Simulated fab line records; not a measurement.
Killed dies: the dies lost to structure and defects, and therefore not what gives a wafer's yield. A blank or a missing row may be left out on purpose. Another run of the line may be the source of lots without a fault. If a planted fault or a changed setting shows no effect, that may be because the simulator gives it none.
Which of the tools did it? | flow sky130 | 6 lots, 18 wafers sampled, at 4 steps of a route of 708

## WHAT EACH GAUGE READ, for each wafer
SKY_SD_P_CD_MEAS_07: target cd 380 nm.
lot  | measured     | on        | cd nm (nm)
L703 | day 26 09:53 | cd sem-01 | 376.2 377.5 378.9
L706 | day 27 12:56 | cd sem-02 | 378.1 380.6 383.7
L710 | day 29 08:26 | cd sem-01 | 382.8 383.1 383.2
L712 | day 29 15:43 | cd sem-01 | 380.9 380.2 378.5
L719 | day 31 19:50 | cd sem-01 | 382.9 379.5 381.0
L722 | day 32 19:25 | cd sem-02 | 381.3 380.3 377.6

## EACH LOT AND THE TOOL THAT RAN IT (in order: tool; ch and the chambers of the sampled wafers; start)
lot  | SKY_NWELL_IMPLANT_13           | SKY_VT_ADJUST_LVTN_STRIP_20          | SKY_POLY_CUT_ETCH_10
L703 | implanter-02 ch 0, day 5 05:47 | plasma asher-02 ch 0,1, day 8 10:49  | rie diel-01 ch 0,2,3, day 25 05:09
L706 | implanter-02 ch 0, day 5 23:20 | plasma asher-01 ch 0,1, day 9 06:25  | rie diel-02 ch 1,2,3, day 26 08:03
L710 | implanter-02 ch 0, day 7 06:50 | plasma asher-01 ch 1, day 10 20:53   | rie diel-04 ch 0,1, day 28 04:06
L712 | implanter-01 ch 0, day 7 11:50 | plasma asher-02 ch 0,1, day 11 00:50 | rie diel-01 ch 0,2,3, day 28 11:19
L719 | implanter-02 ch 0, day 9 03:12 | plasma asher-02 ch 0,1, day 13 01:14 | rie diel-04 ch 0,3, day 30 17:24
L722 | implanter-01 ch 0, day 9 21:36 | plasma asher-02 ch 0, day 13 22:49   | rie diel-04 ch 0,1,3, day 31 16:57
- SKY_NWELL_IMPLANT_13
- SKY_VT_ADJUST_LVTN_STRIP_20: strips in O2/N2.
- SKY_POLY_CUT_ETCH_10: etches BARC in N2/H2, stops on SiO2, time 45.9 s, target depth 60 nm.

## THE ANSWER, worked out from the rows above alone
Rule: the usual values come from the lots themselves. The widest of any qualifying gaps counts: lots, ordered by their means at a reading, are off when they make up no more than a third of the lots, leave a main group of 4 or more, and stand apart from it by 3 or more times the standard deviation of that group's means. A main group is skipped when, at the precision printed for the reading in the tables above, its means are all equal. Also off: a lot with no number at a reading for which 4 or more lots have one. All remaining lots with rows at the step are treated as sound.
None of the lots is off at any reading shown; this tells nothing.

## WHAT THE SIMULATOR HAD PUT IN
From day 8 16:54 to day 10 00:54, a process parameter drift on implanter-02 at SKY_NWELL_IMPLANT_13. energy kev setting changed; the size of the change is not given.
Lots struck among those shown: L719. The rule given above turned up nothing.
